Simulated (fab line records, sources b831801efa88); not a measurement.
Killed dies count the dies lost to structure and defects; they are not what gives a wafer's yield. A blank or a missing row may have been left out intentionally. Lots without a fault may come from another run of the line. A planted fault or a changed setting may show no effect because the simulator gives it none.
fab line records	flow sky130
[record] lots = 12	wafers = 36	last-day = 49
route steps=708 shown POLY_CUT@317 METAL3@566 VIA3@587 PAD_OPEN@708
lots that met no fault: taken from a fault-free run of the same line
start-h: hours from the record's first day to the start of the lot's first wafer shown	wait-h: hours from the lot's prior step to this one	" the same as in the row above	L1.1+2: a row that stands for several wafers	- no value, or no start given	* or withheld: withheld	< > ~ a bound
route shown NAME@n: a module of which the file shows steps, and the number in the route of the first	usual: mean/standard deviation of fault-free wafers	same: alike in all rows	chamber/n: place in a boat	sites: per-site readings	_std_site: standard deviation across them	_edge_site: mean of outer sites minus mean of inner sites	radius-mm: for every site, how far away it sits from the centre of the wafer	mask NAME#n: copy n	behind: the tool/chamber that last shaped the wafer	hold: cause of the lot's hold/its duration in hours/its outcome	device: transistor that didn't switch, given as n, p or np	end of line: the same wafers' tests at the end of the route	for a step that has no rows: nothing shown but its recipe	killed: count of dies lost to structure and defects at first sort (not the wafer's yield)	map: dies across one wafer; x = killed, . = not, _ = none there
set.NAME: the setting as run; set.NAME@STEP: as run at that earlier step	model.NAME: the simulator's own value behind a step, which no gauge read
the route's steps for a sample of lots (tables are steps, rows are wafers)
services: a tool's chamber out of use, with start hour (start-h, from the record's first day; less than 0 if before it), hours out, and reason
[[steps]]
[step SKY_POLY_CUT_ETCH_10]
[recipe] chemistry = N2/H2	target = BARC	ion-energy-ev = 200	source-w = 500	bias-w = 100	pressure-mtorr = 30	n2-flow-sccm = 100	h2-flow-sccm = 200	stop-on = SiO2	time-s = 45.9	target-depth-a = 600
[usual] drypump-motor-current-A = 5.8/0.4	oes-product-au = 0.856/0.0053	throttle-valve-pct = 13.224/0.008
lot.wafer	tool	chamber	start-h	wait-h	drypump-motor-current-A	oes-product-au	rf-hours-counter-h	throttle-valve-pct
L887.1	rie-diel-01	3	550.88	0.0	4.8	0.862	9	13.229
L887.5	"	1	"	"	5.9	0.858	-	13.212
L887.6	"	2	"	"	5.3	0.852	-	13.227
L889.1	rie-diel-02	2	579.12	0.0	6.2	0.852	11	13.223
L889.2	"	3	"	"	5.6	0.847	16	13.221
L889.4	"	0	"	"	5.6	0.852	-	13.228
L890.4	rie-diel-02	0	609.68	0.0	5.6	0.852	-	13.230
L890.5	"	3	"	"	5.6	0.861	-	13.213
L890.6	"	2	"	"	6.2	0.857	-	13.216
L892.2	rie-diel-03	0	610.01	0.0	5.8	0.857	4	13.226
L892.3	"	2	"	"	6.4	0.853	5	13.228
L892.6	"	3	"	"	6.4	0.851	-	13.227
L893.1	rie-diel-02	3	615.22	0.0	5.7	0.855	17	13.214
L893.2	"	0	"	"	5.6	0.863	37	13.226
L893.6	"	0	"	"	5.6	0.860	-	13.234
L894.1	rie-diel-01	0	620.36	0.0	5.8	0.849	6	13.234
L894.2	"	2	"	"	5.3	0.864	40	13.217
L894.4	"	3	"	"	4.8	0.857	10	13.223
L897.2	rie-diel-01	0	653.07	0.0	5.8	0.854	6	13.217
L897.4	"	2	"	"	5.3	0.858	40	13.235
L897.6	"	2	"	"	5.3	0.854	-	13.219
L900.3	rie-diel-01	1	671.51	0.0	5.8	0.858	52	13.234
L900.4	"	2	"	"	5.3	0.861	41	13.216
L900.6	"	3	"	"	4.8	0.859	-	13.218
L903.1	rie-diel-03	1	688.42	0.0	5.8	0.863	43	13.218
L903.3	"	0	"	"	5.8	0.859	6	13.228
L903.6	"	3	"	"	6.3	0.861	-	13.235
L905.2	rie-diel-02	1	711.11	0.0	5.9	0.857	6	13.211
L905.5	"	2	"	"	6.2	0.860	-	13.228
L905.6	"	0	"	"	5.6	0.848	-	13.229
L906.2	rie-diel-02	1	723.21	0.0	5.9	0.858	7	13.219
L906.3	"	2	"	"	6.2	0.860	15	13.216
L906.5	"	0	"	"	5.6	0.861	-	13.209
L907.1	rie-diel-03	2	727.98	0.0	6.4	0.854	9	13.224
L907.2	"	3	"	"	6.4	0.853	5	13.233
L907.6	"	0	"	"	5.8	0.865	-	13.221
[step SKY_METAL3_ETCH_16]
[recipe] chemistry = N2/H2	target = BARC	ion-energy-ev = 200	bias-w = 100	pressure-mtorr = 30	n2-flow-sccm = 100	h2-flow-sccm = 200	icp-w = 500	stop-on = SiO2	time-s = 88.2	target-depth-a = 600
[usual] drypump-motor-current-A = 5.6/0.56	oes-product-au = 0.626/0.0051	throttle-valve-pct = 13.206/0.0094
lot.wafer	tool	chamber	start-h	wait-h	drypump-motor-current-A	oes-product-au	rf-hours-counter-h	throttle-valve-pct
L887.1	rie-metal-01	0	896.33	0.1	5.6	0.616	9	13.200
L887.5	"	0	"	"	5.6	0.619	-	13.196
L887.6	"	0	"	"	5.6	0.629	-	13.192
L889.1	rie-metal-03	0	917.00	0.0	6.6	0.625	4	13.191
L889.2	"	1	"	"	5.4	0.624	18	13.208
L889.4	"	1	"	"	5.5	0.621	-	13.207
L890.4	rie-metal-03	0	944.54	0.0	6.6	0.625	-	13.185
L890.5	"	0	"	"	6.6	0.625	-	13.211
L890.6	"	1	"	"	5.4	0.620	-	13.203
L892.2	rie-metal-04	0	944.80	0.0	6.2	0.632	8	13.219
L892.3	"	1	"	"	4.9	0.621	-	13.213
L892.6	"	1	"	"	4.8	0.628	-	13.218
L893.1	rie-metal-04	1	950.05	0.0	4.8	0.634	18	13.212
L893.2	"	0	"	"	6.2	0.620	9	13.206
L893.6	"	1	"	"	4.9	0.616	-	13.200
L894.1	rie-metal-03	1	952.01	0.0	5.4	0.629	19	13.216
L894.2	"	0	"	"	6.6	0.622	6	13.196
L894.4	"	0	"	"	6.6	0.625	-	13.209
L897.2	rie-metal-04	0	980.36	0.0	6.2	0.632	10	13.206
L897.4	"	0	"	"	6.2	0.618	-	13.202
L897.6	"	0	"	"	6.2	0.625	-	13.214
L900.3	rie-metal-03	0	997.34	0.0	6.6	0.613	-	13.214
L900.4	"	1	"	"	5.4	0.627	-	13.196
L900.6	"	0	"	"	6.6	0.624	-	13.208
L903.1	rie-metal-03	0	1012.40	0.0	6.6	0.629	9	13.206
L903.3	"	0	"	"	6.5	0.626	-	13.201
L903.6	"	1	"	"	5.4	0.631	-	13.216
L905.2	rie-metal-01	0	1029.96	0.0	5.6	0.621	15	13.222
L905.5	"	0	"	"	5.6	0.623	-	13.198
L905.6	"	1	"	"	5.2	0.634	-	13.208
L906.2	rie-metal-03	1	1036.80	0.0	5.5	0.631	24	13.204
L906.3	"	1	"	"	5.5	0.630	-	13.197
L906.5	"	1	"	"	5.5	0.623	-	13.207
L907.1	rie-metal-01	1	1045.91	0.0	5.2	0.633	7	13.201
L907.2	"	0	"	"	5.6	0.627	16	13.206
L907.6	"	0	"	"	5.6	0.627	-	13.214
[step SKY_VIA3_ETCH_14]
[recipe] chemistry = N2/H2	target = BARC	ion-energy-ev = 200	source-w = 500	bias-w = 100	pressure-mtorr = 30	n2-flow-sccm = 100	h2-flow-sccm = 200	stop-on = SiO2	time-s = 45.9	target-depth-a = 600
[usual] drypump-motor-current-A = 5.9/0.3	oes-product-au = 0.855/0.0053	throttle-valve-pct = 13.225/0.0085
lot.wafer	tool	chamber	start-h	wait-h	drypump-motor-current-A	oes-product-au	rf-hours-counter-h	throttle-valve-pct
L887.1	rie-diel-02	2	923.34	0.0	6.1	0.865	22	13.227
L887.5	"	0	"	"	5.6	0.857	-	13.224
L887.6	"	3	"	"	5.6	0.853	-	13.231
L889.1	rie-diel-04	1	942.44	0.0	5.7	0.861	9	13.227
L889.2	"	3	"	"	5.1	0.858	18	13.240
L889.4	"	0	"	"	6.1	0.855	-	13.211
L890.4	rie-diel-03	1	970.33	0.0	5.9	0.857	6	13.216
L890.5	"	1	"	"	5.9	0.856	-	13.233
L890.6	"	2	"	"	6.4	0.856	-	13.241
L892.2	rie-diel-04	0	970.47	0.0	6.0	0.852	21	13.241
L892.3	"	2	"	"	5.7	0.863	17	13.242
L892.6	"	1	"	"	5.7	0.856	-	13.218
L893.1	rie-diel-02	2	975.47	0.0	6.1	0.850	24	13.226
L893.2	"	1	"	"	5.9	0.847	15	13.241
L893.6	"	1	"	"	5.9	0.859	-	13.215
L894.1	rie-diel-04	0	977.84	0.0	6.1	0.860	21	13.219
L894.2	"	1	"	"	5.7	0.860	11	13.220
L894.4	"	2	"	"	5.6	0.864	-	13.222
L897.2	rie-diel-02	3	1004.96	0.0	5.6	0.856	26	13.233
L897.4	"	3	"	"	5.6	0.848	-	13.227
L897.6	"	1	"	"	5.9	0.859	-	13.241
L900.3	rie-diel-02	0	1022.09	0.0	5.6	0.855	5	13.215
L900.4	"	3	"	"	5.6	0.860	27	13.223
L900.6	"	0	"	"	5.6	0.853	-	13.220
L903.1	rie-diel-02	2	1036.14	0.0	6.1	0.859	25	13.211
L903.3	"	0	"	"	5.6	0.857	6	13.230
L903.6	"	1	"	"	5.9	0.853	-	13.225
L905.2	rie-diel-04	1	1055.24	0.0	5.7	0.847	13	13.217
L905.5	"	0	"	"	6.1	0.857	-	13.225
L905.6	"	1	"	"	5.7	0.848	-	13.230
L906.2	rie-diel-03	1	1058.59	0.0	5.8	0.863	10	13.218
L906.3	"	0	"	"	5.8	0.862	17	13.222
L906.5	"	1	"	"	5.8	0.852	-	13.223
L907.1	rie-diel-04	3	1068.42	0.0	5.1	0.856	21	13.244
L907.2	"	1	"	"	5.7	0.861	14	13.211
L907.6	"	2	"	"	5.7	0.859	-	13.214
[step SKY_VIA3_CVD_21]
[recipe] material = W	target-thk-nm = 390	time-s = 117.31	temp-c = 400	pressure-torr = 40
[usual] heater-power-w = 784/56
lot.wafer	tool	chamber	start-h	wait-h	heater-power-w
L887.1	cvd-w-02	1	924.10	0.0	824
L887.5	"	1	"	"	811
L887.6	"	0	"	"	770
L889.1	cvd-w-02	0	943.20	0.0	765
L889.2	"	1	"	"	820
L889.4	"	1	"	"	842
L890.4	cvd-w-02	1	971.12	0.1	817
L890.5	"	1	"	"	839
L890.6	"	0	"	"	770
L892.2	cvd-w-01	0	971.23	0.0	821
L892.3	"	0	"	"	836
L892.6	"	0	"	"	836
L893.1	cvd-w-02	0	976.23	0.0	771
L893.2	"	1	"	"	810
L893.6	"	0	"	"	779
L894.1	cvd-w-02	0	978.60	0.0	793
L894.2	"	1	"	"	840
L894.4	"	1	"	"	814
L897.2	cvd-w-02	1	1005.71	0.0	829
L897.4	"	0	"	"	760
L897.6	"	1	"	"	826
L900.3	cvd-w-02	1	1022.89	0.1	828
L900.4	"	0	"	"	779
L900.6	"	0	"	"	772
L903.1	cvd-w-02	1	1036.90	0.0	824
L903.3	"	0	"	"	779
L903.6	"	0	"	"	773
L905.2	cvd-w-01	1	1056.01	0.0	666
L905.5	"	1	"	"	659
L905.6	"	0	"	"	842
L906.2	cvd-w-01	1	1059.42	0.1	694
L906.3	"	1	"	"	672
L906.5	"	1	"	"	671
L907.1	cvd-w-02	0	1069.19	0.0	792
L907.2	"	1	"	"	814
L907.6	"	0	"	"	778
[step SKY_PAD_OPEN_PROBE_99]
[usual] killed_at_M0_to_M3 = 44/6.6	killed_at_M4_up = 3.0/2	killed-at-contacts = 24/5.1	killed-at-front-end = 15/4.1	killed-at-other = 0.4/0.62	killed-dies = 86/9.3	killed-on-rim = 17/3.7	killed-open = 46/6.8	killed-short = 40/5.8
[same] gross-dies = 492	killed-at-back-side = 0
lot.wafer	tool	chamber	start-h	wait-h	hold	killed_at_M0_to_M3	killed_at_M4_up	killed-at-contacts	killed-at-front-end	killed-at-other	killed-dies	killed-on-rim	killed-open	killed-short
L887.1	prober-01	-	1071.33	0.1	-	46	2	29	14	0	91	15	47	44
L887.5	prober-01	-	1071.53	0.2	-	46	8	24	13	0	91	17	48	43
L887.6	prober-01	-	1071.58	0.2	-	41	5	24	17	0	87	22	42	45
L897.2	prober-01	-	1140.12	0.1	-	43	3	14	9	0	69	13	31	38
L897.4	prober-01	-	1140.22	0.2	-	36	3	25	17	0	81	13	46	35
L897.6	prober-01	-	1140.32	0.2	-	60	2	21	12	0	95	15	43	51
L900.3	prober-01	-	1150.60	0.2	await-dispo/2.1h/release	47	5	31	18	0	101	15	51	50
L900.4	prober-01	-	1150.65	0.2	await-dispo/2.1h/release	61	1	17	53	1	133	29	53	40
L900.6	prober-01	-	1150.75	0.2	await-dispo/2.1h/release	45	2	22	11	0	80	21	44	36
L903.1	prober-02	-	1164.68	0.1	-	48	7	23	10	1	89	20	49	40
L903.3	prober-02	-	1164.78	0.2	-	49	6	29	18	0	102	22	56	46
L903.6	prober-02	-	1164.93	0.2	-	60	4	17	13	0	94	23	53	40
// killed by level:class
L887.1 CONTACT:geometric-particle:open=11 VIA1:geometric-particle:open=8 LOCAL_INTERCONNECT:geometric-particle:short=8 METAL1:geometric-particle:short=6 VIA2:geometric-particle:open=6 VIA3:geometric-particle:open=6 METAL3:geometric-particle:short=5 POLY_GATE:geometric-particle:short=4
L887.5 VIA2:geometric-particle:open=9 VIA1:geometric-particle:short=8 VIA1:geometric-particle:open=8 CONTACT:geometric-particle:open=7 METAL1:geometric-particle:short=6 POLY_GATE:geometric-particle:open=5 LI_CONTACT:geometric-particle:short=5 LI_CONTACT:geometric-particle:open=5
L887.6 VIA1:geometric-particle:open=13 LOCAL_INTERCONNECT:geometric-particle:short=8 CONTACT:geometric-particle:open=7 FIELD_ISO:geometric-particle:short=6 VIA2:geometric-particle:open=6 LI_CONTACT:geometric-particle:short=4 POLY_GATE:geometric-particle:open=4 METAL4:geometric-particle:short=4
L897.2 METAL1:geometric-particle:short=12 VIA1:geometric-particle:open=8 VIA2:geometric-particle:open=6 LOCAL_INTERCONNECT:geometric-particle:short=4 VIA3:geometric-particle:short=4 FIELD_ISO:geometric-particle:short=3 LI_CONTACT:geometric-particle:open=3 CONTACT:geometric-particle:open=3
L897.4 CONTACT:geometric-particle:open=9 VIA3:geometric-particle:open=7 VIA1:geometric-particle:open=7 LOCAL_INTERCONNECT:geometric-particle:short=6 METAL1:geometric-particle:short=6 FIELD_ISO:geometric-particle:open=5 POLY_GATE:geometric-particle:open=5 LI_CONTACT:geometric-particle:open=5
L897.6 VIA1:geometric-particle:open=12 METAL1:geometric-particle:short=11 LOCAL_INTERCONNECT:geometric-particle:short=7 VIA2:geometric-particle:open=7 VIA1:geometric-particle:short=6 METAL3:geometric-particle:short=6 CONTACT:geometric-particle:short=5 CONTACT:geometric-particle:open=5
L900.3 CONTACT:geometric-particle:open=13 LI_CONTACT:geometric-particle:open=11 METAL1:geometric-particle:short=10 VIA1:geometric-particle:open=8 METAL2:geometric-particle:short=6 POLY_GATE:geometric-particle:short=5 VIA1:geometric-particle:short=5 VIA3:geometric-particle:open=5
L900.4 POLY_CUT:unspecified=40 VIA1:geometric-particle:open=15 VIA3:geometric-particle:open=12 VIA2:geometric-particle:open=7 METAL1:geometric-particle:short=7 VIA1:geometric-particle:short=7 POLY_GATE:geometric-particle:open=5 LI_CONTACT:geometric-particle:open=5
L900.6 VIA1:geometric-particle:open=12 CONTACT:geometric-particle:open=10 VIA1:geometric-particle:short=7 LI_CONTACT:geometric-particle:open=6 VIA3:geometric-particle:short=6 VIA2:geometric-particle:open=5 FIELD_ISO:geometric-particle:open=4 CONTACT:geometric-particle:short=4
L903.1 CONTACT:geometric-particle:open=12 VIA3:geometric-particle:open=11 VIA1:geometric-particle:open=7 METAL4:geometric-particle:short=6 VIA3:geometric-particle:short=5 VIA1:geometric-particle:short=5 VIA2:geometric-particle:short=5 VIA2:geometric-particle:open=5
L903.3 CONTACT:geometric-particle:open=14 METAL1:geometric-particle:short=10 VIA1:geometric-particle:open=8 LI_CONTACT:geometric-particle:open=6 VIA2:geometric-particle:open=6 METAL4:geometric-particle:short=6 POLY_GATE:geometric-particle:short=5 CONTACT:geometric-particle:short=5
L903.6 VIA1:geometric-particle:open=18 METAL1:geometric-particle:short=10 VIA2:geometric-particle:open=9 VIA3:geometric-particle:open=6 LOCAL_INTERCONNECT:geometric-particle:short=5 FIELD_ISO:geometric-particle:open=4 POLY_GATE:geometric-particle:open=4 LI_CONTACT:geometric-particle:open=4
[[services]]
tool	chamber	start-h	hours	kind
rie-metal-03	-	591.28	2.8	pm
rie-diel-04	1	595.48	6.8	repair
rie-diel-04	2	598.29	1.5	repair
rie-diel-03	-	606.84	0.3	repair
rie-diel-04	0	609.28	2.0	repair
rie-diel-02	1	653.39	9.8	repair
rie-diel-02	1	675.39	4.2	repair
rie-diel-02	3	677.86	107.7	repair
rie-diel-02	0	682.90	4.3	repair
cvd-w-02	-	688.78	1.2	repair
rie-diel-02	-	691.40	0.6	repair
rie-diel-02	0	725.68	8.4	repair
cvd-w-02	1	742.08	6.8	repair
rie-metal-03	0	762.55	6.7	repair
rie-diel-02	-	776.54	2.8	pm
rie-diel-02	0	819.26	1.8	repair
rie-diel-02	-	864.44	0.2	repair
cvd-w-02	-	870.64	1.0	repair
cvd-w-02	-	901.08	6.0	pm
rie-diel-02	2	902.52	7.1	repair
cvd-w-02	-	946.47	1.4	repair
rie-diel-02	0	962.38	44.1	repair
rie-diel-02	-	977.39	15.6	pm
rie-metal-03	0	1068.25	6.1	repair
[[key]]
[first-sign] step = SKY_PAD_OPEN_PROBE_99	reading = killed-at-front-end	direction = up	sigmas = 9.3	usual = 15	struck = 53
[effect] step = SKY_PAD_OPEN_PROBE_99	reading = killed-dies	direction = up	sigmas = 5	usual = 86	struck = 133
met-at SKY_POLY_CUT_ETCH_10
struck-lots L900
struck-wafers L900.4
tester-left-out L900
not-acting-at SKY_METAL3_ETCH_16,SKY_VIA3_ETCH_14,SKY_VIA3_CVD_21
onset-between 653.07 671.51
[fault] kind = chamber-particle-source	tool = rie-diel-01	chamber = 2	onset-h = 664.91	steps = SKY_POLY_CUT_ETCH_10	rate-per-visit-cm2 = 1.2913	end-h = 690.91
// tester-left-out: of these lots the tester's yield and bins aren't shown, on N5 and GAA mostly nor the transistor test; their killed dies are dies lost to structure and defects alone, not to doping, threshold or leakage, so they don't give the yield
